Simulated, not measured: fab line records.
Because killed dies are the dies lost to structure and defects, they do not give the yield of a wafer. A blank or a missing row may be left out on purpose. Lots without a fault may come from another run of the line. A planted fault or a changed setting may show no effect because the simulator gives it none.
fab line records ; flow sky130
record: lots: 6; wafers: 18; last-day: 50
route steps=708 shown LI_CONTACT@383 LOCAL_INTERCONNECT@387
lots untouched by any fault: they come from a run of this same line in which no faults occurred
start-h: the number of hours between the record's first day and the start of the first shown wafer of the lot ; wait-h: time in hours since the lot's previous step ; " as in the row above ; L1.1+2: one row covering several wafers at once ; - no value, or no start was given ; * or withheld: withheld ; < > ~ a bound
route shown NAME@n: names a module that has steps shown in the file, with the first one's number in the route ; usual: mean and standard deviation over wafers with no fault ; same: alike in all rows ; chamber/n: place in a boat ; sites: each site's reading ; _std_site: standard deviation across them ; _edge_site: the outer-site mean with the inner-site mean subtracted ; radius-mm: how far each site lies from the wafer's centre ; mask NAME#n: copy n ; behind: the tool/chamber that last shaped the wafer ; hold: why the lot went on hold/how many hours it stayed there/how the hold came to an end ; device: the transistor (n, p or np) that didn't switch ; end of line: the same wafers' tests at the end of the route ; step lacking rows: just its recipe ; killed: not the wafer's yield, but the dies lost to structure and defects at the first sort ; map: dies across one wafer; x = killed, . = not, _ = none there
set.NAME: setting as actually run; set.NAME@STEP: the setting as run at that earlier step ; model.NAME: the simulator's own value behind a step, which no gauge read
a table for each step, a row for each wafer; lots at some steps of the route
services: when a tool's chamber went out of use (start-h, in hours from the record's first day, below 0 if earlier), for how many hours, and the reason
== steps ==
step: SKY_LI_CONTACT_CVD_21
recipe: material: W; target-thk-nm: 400; time-s: 120.56; temp-c: 400; pressure-torr: 40
usual: heater-power-w: 848/51
same: time-s: 120.56
lot.wafer;tool;chamber;start-h;wait-h;heater-power-w
L420.3;cvd-w-02;0;700.51;0.1;861
L420.4;cvd-w-02;1;700.51;0.1;845
L420.6;cvd-w-02;1;700.51;0.1;864
L423.1;cvd-w-02;0;732.59;0.0;901
L423.3;cvd-w-02;1;732.59;0.0;839
L423.4;cvd-w-02;0;732.59;0.0;893
L425.1;cvd-w-02;1;773.31;0.1;847
L425.2;cvd-w-02;0;773.31;0.1;876
L425.3;cvd-w-02;1;773.31;0.1;834
L427.1;cvd-w-01;0;783.85;0.0;795
L427.3;cvd-w-01;0;783.85;0.0;767
L427.5;cvd-w-01;0;783.85;0.0;784
L429.2;cvd-w-01;0;797.66;0.1;771
L429.4;cvd-w-01;0;797.66;0.1;777
L429.6;cvd-w-01;0;797.66;0.1;784
L439.2;cvd-w-01;0;850.42;0.0;763
L439.4;cvd-w-01;0;850.42;0.0;781
L439.6;cvd-w-01;1;850.42;0.0;900
step: SKY_LI_CONTACT_RS_MEAS_22
recipe: thk-meas-gauge: four-point-probe; reads: W_of_LI_CONTACT_CVD_21+TiN_of_LI_CONTACT_SPUTTER_20+Ti_of_LI_CONTACT_SPUTTER_19
usual: LI_CONTACT_W_RS: 0.284/0.0037
lot.wafer;tool;chamber;start-h;wait-h;LI_CONTACT_W_RS[ohm/sq]
L420.3;film-metro-02;-;700.64;0.1;0.291
L420.4;film-metro-02;-;700.64;0.1;0.281
L420.6;film-metro-02;-;700.64;0.1;0.281
L423.1;film-metro-02;-;732.72;0.1;0.284
L423.3;film-metro-02;-;732.72;0.1;0.279
L423.4;film-metro-02;-;732.72;0.1;0.287
L425.1;film-metro-02;-;773.43;0.1;0.281
L425.2;film-metro-02;-;773.43;0.1;0.290
L425.3;film-metro-02;-;773.43;0.1;0.278
L427.1;film-metro-04;-;783.97;0.1;0.278
L427.3;film-metro-04;-;783.97;0.1;0.284
L427.5;film-metro-04;-;783.97;0.1;0.282
L429.2;film-metro-03;-;797.88;0.2;0.286
L429.4;film-metro-03;-;797.88;0.2;0.286
L429.6;film-metro-03;-;797.88;0.2;0.283
L439.2;film-metro-04;-;850.57;0.1;0.283
L439.4;film-metro-04;-;850.57;0.1;0.288
L439.6;film-metro-04;-;850.57;0.1;0.291
step: SKY_LI_CONTACT_THK_MEAS_23
recipe: thk-meas-gauge: xrf; reads: W_of_LI_CONTACT_CVD_21
usual: LI_CONTACT_W_THK: 416/6.3
lot.wafer;tool;chamber;start-h;wait-h;LI_CONTACT_W_THK[nm]
L420.3;film-metro-02;-;700.74;0.1;411
L420.4;film-metro-02;-;700.74;0.1;428
L420.6;film-metro-02;-;700.74;0.1;426
L423.1;film-metro-02;-;732.84;0.1;420
L423.3;film-metro-02;-;732.84;0.1;428
L423.4;film-metro-02;-;732.84;0.1;416
L425.1;film-metro-02;-;773.55;0.1;419
L425.2;film-metro-02;-;773.55;0.1;411
L425.3;film-metro-02;-;773.55;0.1;427
L427.1;film-metro-04;-;784.09;0.1;424
L427.3;film-metro-04;-;784.09;0.1;415
L427.5;film-metro-04;-;784.09;0.1;419
L429.2;film-metro-03;-;797.99;0.1;408
L429.4;film-metro-03;-;797.99;0.1;407
L429.6;film-metro-03;-;797.99;0.1;412
L439.2;film-metro-04;-;850.68;0.1;418
L439.4;film-metro-04;-;850.68;0.1;407
L439.6;film-metro-04;-;850.68;0.1;405
step: SKY_LI_CONTACT_CMP_24
recipe: stop-on: PSG; t-overpolish-s: 20; down-force-psi: 3.5; platen-rpm: 60; target-thk-nm: 0; pad-velocity-m-s: 0.94248
usual: motor-current-A: 10.7/0.7; overpolish-run-s: 20.000/0.009; time-to-endpoint-s: 96/4.3
lot.wafer;tool;chamber;start-h;wait-h;motor-current-A;overpolish-run-s;time-to-endpoint-s
L420.4;cmp-02;2;700.88;0.1;10.8;19.993;91
L420.3;cmp-02;3;700.88;0.1;9.8;20.004;94
L420.6;cmp-02;0;700.88;0.1;10.4;19.991;93
L423.3;cmp-02;3;732.90;0.0;9.8;20.008;98
L423.4;cmp-02;0;732.90;0.0;10.8;19.997;91
L423.1;cmp-02;1;732.90;0.0;10.2;20.001;95
L425.3;cmp-02;2;773.61;0.0;10.8;19.999;98
L425.1;cmp-02;0;773.61;0.0;10.4;19.999;93
L425.2;cmp-02;1;773.61;0.0;10.2;20.011;95
L427.1;cmp-02;0;784.20;0.1;10.6;19.982;94
L427.3;cmp-02;1;784.20;0.1;10.7;19.992;91
L427.5;cmp-02;0;784.20;0.1;10.8;20.006;91
L429.4;cmp-01;0;798.04;0.0;9.7;19.996;99
L429.2;cmp-01;2;798.04;0.0;12.1;20.008;100
L429.6;cmp-01;1;798.04;0.0;10.8;19.987;104
L439.2;cmp-02;2;850.73;0.0;11.2;20.002;96
L439.4;cmp-02;1;850.73;0.0;10.2;20.006;95
L439.6;cmp-02;2;850.73;0.0;10.6;19.994;90
step: SKY_LOCAL_INTERCONNECT_SPUTTER_00
recipe: material: TiN; target-thk-nm: 100; temp-c: 300; power-w: 6500; time-s: 83.3; chamber-pressure-pa: 0.4
usual: throttle-valve-pct: 29.6/0.88
same: time-s: 83.3
lot.wafer;tool;chamber;start-h;wait-h;throttle-valve-pct
L420.3;pvd-sputter-03;-;701.08;0.1;29.5
L420.4;pvd-sputter-03;-;701.08;0.1;28.9
L420.6;pvd-sputter-03;-;701.08;0.1;29.7
L423.1;pvd-sputter-01;-;733.20;0.1;28.7
L423.3;pvd-sputter-01;-;733.20;0.1;29.6
L423.4;pvd-sputter-01;-;733.20;0.1;30.9
L425.1;pvd-sputter-04;-;773.91;0.1;29.9
L425.2;pvd-sputter-04;-;773.91;0.1;28.5
L425.3;pvd-sputter-04;-;773.91;0.1;30.0
L427.1;pvd-sputter-04;-;784.45;0.2;31.1
L427.3;pvd-sputter-04;-;784.45;0.2;28.2
L427.5;pvd-sputter-04;-;784.45;0.2;28.1
L429.2;pvd-sputter-01;-;798.34;0.1;29.6
L429.4;pvd-sputter-01;-;798.34;0.1;28.7
L429.6;pvd-sputter-01;-;798.34;0.1;28.6
L439.2;pvd-sputter-01;-;851.03;0.2;29.4
L439.4;pvd-sputter-01;-;851.03;0.2;28.4
L439.6;pvd-sputter-01;-;851.03;0.2;30.3
step: SKY_LOCAL_INTERCONNECT_RS_MEAS_01
recipe: thk-meas-gauge: four-point-probe; reads: TiN_of_LOCAL_INTERCONNECT_SPUTTER_00
usual: LOCAL_INTERCONNECT_TIN_RS: 14.19/0.12
lot.wafer;tool;chamber;start-h;wait-h;LOCAL_INTERCONNECT_TIN_RS[ohm/sq]
L420.3;film-metro-03;-;701.18;0.1;14.32
L420.4;film-metro-03;-;701.18;0.1;14.23
L420.6;film-metro-03;-;701.18;0.1;14.34
L423.1;film-metro-03;-;733.26;0.0;14.31
L423.3;film-metro-03;-;733.26;0.0;14.32
L423.4;film-metro-03;-;733.26;0.0;14.39
L425.1;film-metro-03;-;773.98;0.0;14.16
L425.2;film-metro-03;-;773.98;0.0;14.05
L425.3;film-metro-03;-;773.98;0.0;14.11
L427.1;film-metro-01;-;784.51;0.0;14.07
L427.3;film-metro-01;-;784.51;0.0;14.12
L427.5;film-metro-01;-;784.51;0.0;14.15
L429.2;film-metro-04;-;798.43;0.1;14.30
L429.4;film-metro-04;-;798.43;0.1;14.13
L429.6;film-metro-04;-;798.43;0.1;14.29
L439.2;film-metro-03;-;851.11;0.1;14.03
L439.4;film-metro-03;-;851.11;0.1;13.90
L439.6;film-metro-03;-;851.11;0.1;14.10
step: SKY_LOCAL_INTERCONNECT_THK_MEAS_02
recipe: thk-meas-gauge: xrf; reads: TiN_of_LOCAL_INTERCONNECT_SPUTTER_00
usual: LOCAL_INTERCONNECT_TIN_THK: 99.0/0.84
lot.wafer;tool;chamber;start-h;wait-h;LOCAL_INTERCONNECT_TIN_THK[nm]
L420.3;film-metro-03;-;701.28;0.1;97.8
L420.4;film-metro-03;-;701.28;0.1;98.9
L420.6;film-metro-03;-;701.28;0.1;97.9
L423.1;film-metro-03;-;733.38;0.1;97.7
L423.3;film-metro-03;-;733.38;0.1;97.9
L423.4;film-metro-03;-;733.38;0.1;97.5
L425.1;film-metro-03;-;774.10;0.1;98.5
L425.2;film-metro-03;-;774.10;0.1;98.8
L425.3;film-metro-03;-;774.10;0.1;98.8
L427.1;film-metro-01;-;784.63;0.1;99.8
L427.3;film-metro-01;-;784.63;0.1;99.7
L427.5;film-metro-01;-;784.63;0.1;99.0
L429.2;film-metro-04;-;798.54;0.1;98.3
L429.4;film-metro-04;-;798.54;0.1;99.1
L429.6;film-metro-04;-;798.54;0.1;98.8
L439.2;film-metro-03;-;851.22;0.1;99.9
L439.4;film-metro-03;-;851.22;0.1;100.7
L439.6;film-metro-03;-;851.22;0.1;99.7
step: SKY_LOCAL_INTERCONNECT_DEHYDRATE_03
recipe: temp-c: 200; time-s: 60
step: SKY_LOCAL_INTERCONNECT_HMDS_04
recipe: prime-time-s: 60; prime-temp-c: 120
step: SKY_LOCAL_INTERCONNECT_COAT_05
recipe: resist: BARC; temp-c: withheld; time-s: withheld; spin-rpm: 3000; resist-thk-nm: 60
step: SKY_LOCAL_INTERCONNECT_COAT_06
recipe: resist: KrF-thick; spin-rpm: 3000; resist-thk-nm: 450
step: SKY_LOCAL_INTERCONNECT_SOFTBAKE_07
recipe: temp-c: 100; time-s: 90; resist: KrF-thick
step: SKY_LOCAL_INTERCONNECT_EXPOSE_08
recipe: mask-id: LI1M; na: 0.8; source-shape: annular; sigma-inner: 0.55; sigma-outer: 0.85; target-cd-nm: 170; dose-mj: 28
usual: exposure-dose-mJ-cm2: 27.97/0.04; focus-offset-nm: -0.2/0.49; stage-vel-mm-s: 500.03/0.25
same: na: 0.8
lot.wafer;tool;chamber;start-h;wait-h;mask;exposure-dose-mJ-cm2;focus-offset-nm;stage-vel-mm-s
L420.3;krf-scanner-01;0;715.89;-;LI1M#0;27.95;-0.6;500.38
L420.4;krf-scanner-01;0;715.89;-;LI1M#0;27.92;-0.1;499.85
L420.6;krf-scanner-01;0;715.89;-;LI1M#0;27.98;0.3;499.88
L423.1;krf-scanner-01;0;747.30;-;LI1M#0;27.93;-0.4;500.59
L423.3;krf-scanner-01;0;747.30;-;LI1M#0;27.89;-0.7;499.98
L423.4;krf-scanner-01;0;747.30;-;LI1M#0;27.91;-1.1;500.54
L425.1;krf-scanner-01;0;787.47;-;LI1M#0;27.92;-0.2;500.04
L425.2;krf-scanner-01;0;787.47;-;LI1M#0;27.94;-0.1;500.02
L425.3;krf-scanner-01;0;787.47;-;LI1M#0;27.92;0.6;499.88
L427.1;krf-scanner-01;0;797.46;-;LI1M#0;27.92;-0.6;499.80
L427.3;krf-scanner-01;0;797.46;-;LI1M#0;27.88;-0.7;499.86
L427.5;krf-scanner-01;0;797.46;-;LI1M#0;27.91;-0.3;500.16
L429.2;krf-scanner-01;0;810.94;-;LI1M#0;27.92;-0.5;500.30
L429.4;krf-scanner-01;0;810.94;-;LI1M#0;27.96;0.3;500.28
L429.6;krf-scanner-01;0;810.94;-;LI1M#0;27.95;0.7;499.94
L439.2;krf-scanner-02;0;863.72;-;LI1M#0;28.00;-0.3;500.20
L439.4;krf-scanner-02;0;863.72;-;LI1M#0;28.01;-0.4;500.57
L439.6;krf-scanner-02;0;863.72;-;LI1M#0;27.99;-0.3;499.94
step: SKY_LOCAL_INTERCONNECT_PEB_09
recipe: peb-temp-c: withheld; peb-time-s: withheld; resist: KrF-thick
step: SKY_LOCAL_INTERCONNECT_DEVELOP_10
recipe: develop-time-s: 60; resist: KrF-thick; dev-temp-c: 21
step: SKY_LOCAL_INTERCONNECT_CD_MEAS_11
recipe: target-cd-nm: 170
usual: cd-nm: 169.9/1.6
lot.wafer;tool;chamber;start-h;wait-h;cd-nm
L420.3;cd-sem-02;-;729.15;-;169.1
L420.4;cd-sem-02;-;729.15;-;171.0
L420.6;cd-sem-02;-;729.15;-;169.4
L423.1;cd-sem-01;-;760.77;-;166.7
L423.3;cd-sem-01;-;760.77;-;167.3
L423.4;cd-sem-01;-;760.77;-;168.9
L425.1;cd-sem-01;-;799.82;-;168.9
L425.2;cd-sem-01;-;799.82;-;171.8
L425.3;cd-sem-01;-;799.82;-;170.4
L427.1;cd-sem-01;-;809.65;-;167.7
L427.3;cd-sem-01;-;809.65;-;168.2
L427.5;cd-sem-01;-;809.65;-;128.4
L429.2;cd-sem-01;-;823.82;-;169.2
L429.4;cd-sem-01;-;823.82;-;169.6
L429.6;cd-sem-01;-;823.82;-;131.2
L439.2;cd-sem-02;-;876.82;-;169.3
L439.4;cd-sem-02;-;876.82;-;170.2
L439.6;cd-sem-02;-;876.82;-;170.8
step: SKY_LOCAL_INTERCONNECT_OVL_MEAS_12
usual: LOCAL_INTERCONNECT_OVL: -2/4.8
lot.wafer;tool;chamber;start-h;wait-h;LOCAL_INTERCONNECT_OVL[nm]
L420.3;overlay-01;-;729.24;0.1;7
L420.4;overlay-01;-;729.24;0.1;-5
L420.6;overlay-01;-;729.24;0.1;3
L423.1;overlay-01;-;760.89;0.1;5
L423.3;overlay-01;-;760.89;0.1;-5
L423.4;overlay-01;-;760.89;0.1;7
L425.1;overlay-01;-;799.94;0.1;1
L425.2;overlay-01;-;799.94;0.1;5
L425.3;overlay-01;-;799.94;0.1;-6
L427.1;overlay-02;-;809.77;0.1;5
L427.3;overlay-02;-;809.77;0.1;6
L427.5;overlay-02;-;809.77;0.1;2
L429.2;overlay-01;-;823.92;0.1;1
L429.4;overlay-01;-;823.92;0.1;-9
L429.6;overlay-01;-;823.92;0.1;-4
L439.2;overlay-02;-;876.92;0.1;1
L439.4;overlay-02;-;876.92;0.1;4
L439.6;overlay-02;-;876.92;0.1;-4
step: SKY_LOCAL_INTERCONNECT_ETCH_13
recipe: chemistry: N2/H2; target: BARC; ion-energy-ev: 200; bias-w: 100; pressure-mtorr: 30; n2-flow-sccm: 100; h2-flow-sccm: 200; icp-w: 500; stop-on: SiO2; time-s: 45.9; target-depth-a: 600
usual: chamber-pressure-mTorr: 29.997/0.023; drypump-motor-current-A: 6.0/0.33; oes-product-au: 0.855/0.0047; throttle-valve-pct: 13.226/0.009
same: time-s: 45.9
lot.wafer;tool;chamber;start-h;wait-h;chamber-pressure-mTorr;drypump-motor-current-A;oes-product-au;rf-hours-counter-h;throttle-valve-pct;model.LOCAL_INTERCONNECT.cd-nm
L420.3;rie-metal-03;0;729.28;0.0;30.043;6.1;0.865;-;13.201;170.1
L420.4;rie-metal-03;1;729.28;0.0;30.027;6.3;0.857;-;13.213;170.1
L420.6;rie-metal-03;1;729.28;0.0;29.987;6.2;0.850;-;13.230;168.8
L423.1;rie-metal-03;1;760.93;0.0;29.999;6.3;0.850;5;13.215;167.1
L423.3;rie-metal-03;1;760.93;0.0;30.021;6.3;0.852;-;13.221;167.6
L423.4;rie-metal-03;0;760.93;0.0;30.013;6.1;0.858;-;13.230;169.6
L425.1;rie-metal-03;0;799.98;0.0;29.970;6.0;0.859;4;13.229;169.7
L425.2;rie-metal-03;1;799.98;0.0;29.986;6.3;0.857;6;13.223;171.3
L425.3;rie-metal-03;1;799.98;0.0;29.969;6.3;0.869;-;13.214;170.1
L427.1;rie-metal-03;1;809.80;0.0;29.987;6.3;0.857;7;13.218;167.2
L427.3;rie-metal-03;1;809.80;0.0;29.946;6.3;0.857;-;13.224;167.7
L427.5;rie-metal-03;1;809.80;0.0;30.019;6.2;0.859;-;13.219;127.3
L429.2;rie-metal-04;1;823.95;0.0;29.997;6.1;0.849;8;13.229;169.7
L429.4;rie-metal-04;0;823.95;0.0;30.028;5.8;0.854;-;13.217;170.2
L429.6;rie-metal-04;0;823.95;0.0;30.011;5.8;0.857;-;13.222;132
L439.2;rie-metal-04;0;876.95;0.0;30.000;5.8;0.852;10;13.213;170.3
L439.4;rie-metal-04;1;876.95;0.0;29.993;6.1;0.857;-;13.227;170.8
L439.6;rie-metal-04;1;876.95;0.0;29.992;6.1;0.850;-;13.216;170.9
step: SKY_LOCAL_INTERCONNECT_METAL_ETCH_14
recipe: target-depth-nm: 110; stop-on: PSG; chemistry: Cl2/BCl3; target: TiN; resist-sidewall-deg: 88; pressure-mtorr: 10; icp-w: 900; bias-w: 48.5; Cl2_flow_sccm: 60; bcl3-flow-sccm: 30; time-s: 31.4
usual: chamber-pressure-mTorr: 10.000/0.0086; drypump-motor-current-A: 6.0/0.34; oes-product-au: 0.940/0.0066; throttle-valve-pct: 21.902/0.0098
same: time-s: 31.4
lot.wafer;tool;chamber;start-h;wait-h;chamber-pressure-mTorr;drypump-motor-current-A;oes-product-au;rf-hours-counter-h;throttle-valve-pct;model.LOCAL_INTERCONNECT.cd-nm
L420.3;rie-metal-03;0;729.34;0.0;10.000;6.1;0.937;-;21.897;170.3
L420.4;rie-metal-03;1;729.34;0.0;10.006;6.2;0.941;-;21.897;170.5
L420.6;rie-metal-03;1;729.34;0.0;9.989;6.2;0.940;-;21.905;169.3
L423.1;rie-metal-03;1;760.99;0.0;9.994;6.3;0.939;5;21.918;166.8
L423.3;rie-metal-03;1;760.99;0.0;10.004;6.2;0.931;-;21.905;168.1
L423.4;rie-metal-03;0;760.99;0.0;9.991;6.1;0.931;-;21.911;169.9
L425.1;rie-metal-03;0;800.04;0.0;9.999;6.1;0.939;4;21.901;170
L425.2;rie-metal-03;1;800.04;0.0;10.008;6.2;0.948;6;21.911;171.9
L425.3;rie-metal-03;1;800.04;0.0;10.008;6.2;0.938;-;21.899;170.3
L427.1;rie-metal-03;1;809.87;0.0;9.994;6.3;0.944;7;21.922;167
L427.3;rie-metal-03;1;809.87;0.0;10.013;6.3;0.951;-;21.909;167.7
L427.5;rie-metal-03;1;809.87;0.0;10.005;6.2;0.934;-;21.877;126.9
L429.2;rie-metal-04;1;824.02;0.0;9.991;6.1;0.931;8;21.913;170.1
L429.4;rie-metal-04;0;824.02;0.0;9.993;5.8;0.939;-;21.914;169.9
L429.6;rie-metal-04;0;824.02;0.0;9.985;5.8;0.934;-;21.908;131.6
L439.2;rie-metal-04;0;877.02;0.0;10.004;5.8;0.951;10;21.906;169.8
L439.4;rie-metal-04;1;877.02;0.0;9.989;6.1;0.944;-;21.893;171.6
L439.6;rie-metal-04;1;877.02;0.0;10.003;6.1;0.941;-;21.906;171.7
step: SKY_LOCAL_INTERCONNECT_STRIP_15
recipe: chemistry: O2/N2; power-w: 1400; pressure-mtorr: 1500; platen-temp-c: withheld; o2-flow-sccm: 3000; n2-flow-sccm: 300; overash-fraction: 0.5
usual: chamber-pressure-mTorr: 1500.1/1.4; drypump-motor-current-A: 5.6/0.5; oes-product-au: 0.426/0.0043; strip-time-to-endpoint-s: 4.720/0.019
lot.wafer;tool;chamber;start-h;wait-h;chamber-pressure-mTorr;drypump-motor-current-A;oes-product-au;rf-hours-counter-h;strip-time-to-endpoint-s
L420.3;plasma-asher-03;1;729.41;0.1;1499.2;5.9;0.427;-;4.702
L420.4;plasma-asher-03;0;729.41;0.1;1499.8;6.2;0.417;-;4.709
L420.6;plasma-asher-03;0;729.41;0.1;1502.7;6.2;0.427;-;4.723
L423.1;plasma-asher-02;1;761.04;0.0;1500.6;4.7;0.431;35;4.736
L423.3;plasma-asher-02;1;761.04;0.0;1499.5;4.7;0.425;-;4.733
L423.4;plasma-asher-02;0;761.04;0.0;1501.2;5.7;0.423;-;4.726
L425.1;plasma-asher-02;1;800.09;0.0;1502.5;4.7;0.428;38;4.730
L425.2;plasma-asher-02;0;800.09;0.0;1498.5;5.7;0.428;38;4.726
L425.3;plasma-asher-02;0;800.09;0.0;1500.6;5.7;0.426;-;4.752
L427.1;plasma-asher-04;1;809.92;0.0;1501.9;5.8;0.427;7;4.736
L427.3;plasma-asher-04;1;809.92;0.0;1500.9;5.8;0.426;-;4.735
L427.5;plasma-asher-04;1;809.92;0.0;1499.0;5.8;0.431;-;4.727
L429.2;plasma-asher-03;0;824.07;0.0;1498.9;6.2;0.423;92;4.687
L429.4;plasma-asher-03;0;824.07;0.0;1497.8;6.2;0.418;-;4.717
L429.6;plasma-asher-03;0;824.07;0.0;1499.8;6.2;0.421;-;4.694
L439.2;plasma-asher-04;0;877.07;0.0;1499.2;5.9;0.425;13;4.694
L439.4;plasma-asher-04;1;877.07;0.0;1499.9;5.7;0.426;-;4.693
L439.6;plasma-asher-04;1;877.07;0.0;1500.6;5.8;0.428;-;4.707
== services ==
tool;chamber;start-h;hours;kind
krf-scanner-02;-;678.77;1.0;pm
krf-scanner-02;-;695.65;1.3;pm
krf-scanner-01;-;701.60;1.0;pm
cvd-w-02;-;719.27;0.5;repair
krf-scanner-02;-;721.90;0.8;pm
plasma-asher-04;-;733.75;9.0;pm
krf-scanner-01;-;740.21;0.8;pm
pvd-sputter-01;-;741.10;16.8;repair
krf-scanner-01;-;741.15;1.3;pm
cmp-01;-;744.15;4.0;pm
cvd-w-01;-;755.44;19.2;repair
cvd-w-01;0;769.08;3.1;repair
plasma-asher-04;-;771.67;2.8;pm
rie-metal-04;-;773.97;2.8;pm
cmp-01;-;777.44;0.9;repair
cmp-01;-;781.58;5.0;pm
cvd-w-01;1;788.79;10.5;repair
pvd-sputter-04;-;789.37;1.3;repair
rie-metal-04;-;791.40;1.5;repair
plasma-asher-02;-;799.19;0.6;repair
cvd-w-02;-;800.95;1.3;repair
pvd-sputter-03;-;841.88;4.9;repair
pvd-sputter-01;-;867.85;1.5;repair
krf-scanner-01;-;870.60;1.0;pm
== key ==
first-sign: step: SKY_LOCAL_INTERCONNECT_CD_MEAS_11; reading: cd-nm; direction: down; sigmas: 24; usual: 169.9; struck: 129.8
effect none on later readings
model-effect: step: SKY_LOCAL_INTERCONNECT_ETCH_13; value: LOCAL_INTERCONNECT.cd-nm; without: 168.3; struck: 129.7
model-effect: step: SKY_LOCAL_INTERCONNECT_METAL_ETCH_14; value: LOCAL_INTERCONNECT.cd-nm; without: 167.8; struck: 129.2
met-at SKY_LOCAL_INTERCONNECT_EXPOSE_08
struck-wafers L427.5,L429.6
later-rows-left-out L427.5,L429.6
sort-left-out L427.5,L429.6
tester-left-out L427,L429
onset-between 787.47 797.46
fault: kind: process-parameter-drift; tool: krf-scanner-01; chamber: -; onset-h: 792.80; steps: SKY_LOCAL_INTERCONNECT_EXPOSE_08; channel: focus-nm; offset: 246.77; shape: step; end-h: 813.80; scope: struck-wafers-only
tester-left-out: of these lots the tester's yield and bins aren't shown, on N5 and GAA mostly nor the transistor test; their killed dies are dies lost to structure and defects alone, not to doping, threshold or leakage, so they don't give the yield
sort-left-out: the simulated sort isn't trusted on such a fault, so these wafers' sort isn't shown, and their yield isn't known
later-rows-left-out: the simulator's readings of these wafers behind a module that went badly wrong aren't trusted and aren't shown, but for the sort
